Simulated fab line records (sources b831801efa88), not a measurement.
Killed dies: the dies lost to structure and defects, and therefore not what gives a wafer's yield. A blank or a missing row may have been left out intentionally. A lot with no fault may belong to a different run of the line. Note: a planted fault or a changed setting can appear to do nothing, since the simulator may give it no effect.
A single fault, viewed from 2 desks | flow sfq line | each desk has only its own numbers; what lay behind them comes last

## THE METROLOGY DESK
What the gauges read for every lot (on any tool): the sampled wafers with a number, averaged. Any lot whose mean is over 4 standard deviations away from the usual mean is out of limits and marked OUT; that distance is given in the brackets.
Columns: A = I2_OVL at SFQ_I2_OVL_MEAS_918, usual 1 nm; B = M8_OVL at SFQ_M8_OVL_MEAS_948, usual -3 nm
lot  | first seen here | A  | B
L309 | day 43 09:38    | 0  | -6
L310 | day 43 16:58    | 10 | -8
L311 | day 44 10:46    | -4 | -5
L313 | day 44 23:52    | 4  | -2
L315 | day 45 23:53    | 7  | -6
L319 | day 47 04:41    | 2  | -4
L320 | day 47 14:16    | -3 | -5
L321 | day 47 22:35    | 1  | -7
L325 | day 49 10:35    | 4  | -6
L326 | day 49 21:23    | 6  | -1
L327 | day 50 10:43    | 4  | -8
L328 | day 51 06:02    | -7 | 5
L329 | day 51 12:03    | -3 | -9
L332 | day 52 12:10    | -2 | 4
Finding of this desk: none of the 14 lots has anything out of limits.

## TOOL OWNER'S DESK, rie diel-04
The tool's own readings at SFQ_TRILAYER_I2_VIA_BARC_OPEN_VIA_ETCH_096 (etches BARC in O2, target depth 125 nm, time 40.49 s): means of the sampled wafers that have a number, for each lot that ran on this tool. Any lot whose mean is over 4 standard deviations away from the usual mean is out of limits and marked OUT; that distance is given in the brackets.
Columns: A = bias w at SFQ_TRILAYER_I2_VIA_BARC_OPEN_VIA_ETCH_096, usual 79.99 W; B = drypump motor current A at SFQ_TRILAYER_I2_VIA_BARC_OPEN_VIA_ETCH_096, usual 5.9 A; C = oes product au at SFQ_TRILAYER_I2_VIA_BARC_OPEN_VIA_ETCH_096, usual 0.694 a.u.; D = rf fwd power W at SFQ_TRILAYER_I2_VIA_BARC_OPEN_VIA_ETCH_096, usual 495.2 W
lot  | first seen here | A               | B   | C     | D
L311 | day 44 10:48    | 80.03           | 5.7 | 0.695 | 495.6
L313 | day 44 23:55    | 79.76           | 5.8 | 0.694 | 494.4
L315 | day 45 23:55    | 80.33           | 5.4 | 0.695 | 496.3
L320 | day 47 14:19    | 80.04           | 5.7 | 0.694 | 495.2
L321 | day 47 22:37    | 79.96           | 5.6 | 0.693 | 495.3
L325 | day 49 10:37    | 80.09           | 5.8 | 0.695 | 496.0
L326 | day 49 21:25    | 79.92           | 5.9 | 0.691 | 496.9
L327 | day 50 10:45    | 71.53 (-35) OUT | 5.6 | 0.691 | 494.8
L328 | day 51 06:04    | 71.58 (-35) OUT | 6.0 | 0.692 | 495.9
This desk's finding: out of limits on L327, L328; first on L327, day 50 10:45 (bias w at SFQ_TRILAYER_I2_VIA_BARC_OPEN_VIA_ETCH_096). Within limits: L311, L313, L315, L320, L321, L325, L326.

## BROUGHT TOGETHER
The tool owner's desk could have raised an alarm at day 50 10:45, on L327, L328.
The metrology desk saw nothing out of limits.
The metrology desk has L327, L328 on record, within its limits.
The lots listed all ran SFQ_TRILAYER_I2_VIA_BARC_OPEN_VIA_ETCH_096 on rie diel-04.

## WHAT THE SIMULATOR HAD INSERTED
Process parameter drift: rie diel-04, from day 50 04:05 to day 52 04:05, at SFQ_TRILAYER_I2_VIA_BARC_OPEN_VIA_ETCH_096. The setting bias w was moved by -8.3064, starting from 80. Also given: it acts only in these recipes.
Shown lots that were struck: L327, L328.
Each desk's first reading out of limits, in hours after the fault started: the tool owner's desk, 7.
